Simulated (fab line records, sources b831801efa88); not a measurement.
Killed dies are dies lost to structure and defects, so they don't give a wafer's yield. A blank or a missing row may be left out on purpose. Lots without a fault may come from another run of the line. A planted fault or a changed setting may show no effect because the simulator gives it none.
Which tool did it? | flow gf180mcu | 6 lots, 18 wafers sampled, at 2 steps of a route of 602

WHAT THE GAUGES READ, wafer by wafer
GF_PSD_OVL_MEAS_08.
lot  | measured     | on         | PSD_OVL (nm)
L939 | day 15 00:46 | overlay-01 | 1.4 -1.4 1.5
L946 | day 18 03:32 | overlay-02 | -2.1 -1.4 -2.3
L950 | day 19 07:37 | overlay-02 | -4.2 -1.9 -2.0
L952 | day 20 07:09 | overlay-01 | -2.1 -0.1 -2.0
L955 | day 21 01:04 | overlay-01 | -0.9 -2.0 -0.6
L958 | day 22 07:07 | overlay-02 | -0.4 0.5 0.0

WHICH TOOL RAN EACH LOT (tool, then ch and the chambers of the sampled wafers, then the start)
lot  | GF_HV_LDD_STRIP_10
L939 | plasma_asher-03 ch 0,1, day 10 17:22
L946 | plasma_asher-03 ch 1, day 13 11:34
L950 | plasma_asher-03 ch 0,1, day 14 13:22
L952 | plasma_asher-03 ch 0,1, day 15 09:17
L955 | plasma_asher-03 ch 0,1, day 15 22:41
L958 | plasma_asher-04 ch 0,1, day 17 05:09
- GF_HV_LDD_STRIP_10: strips in O2/N2.

THE ANSWER, worked out from the rows above alone
Rule: what is usual is taken from the lots themselves. Put in order of their means at a reading, lots are off if they are a third of the lots or fewer, leave a main group of 4 or more, and stand apart from it by a gap of 3 or more times the standard deviation of the main group's means; of several such gaps the widest counts. A main group whose means are all the same, to the digits that the tables above print for the reading, isn't used. A lot without any number at a reading at which 4 lots or more have one is off too. The other lots that the step has rows for count as sound.
No lot is off at any reading shown: from this, nothing can be told.

WHAT THE SIMULATOR HAD PUT IN
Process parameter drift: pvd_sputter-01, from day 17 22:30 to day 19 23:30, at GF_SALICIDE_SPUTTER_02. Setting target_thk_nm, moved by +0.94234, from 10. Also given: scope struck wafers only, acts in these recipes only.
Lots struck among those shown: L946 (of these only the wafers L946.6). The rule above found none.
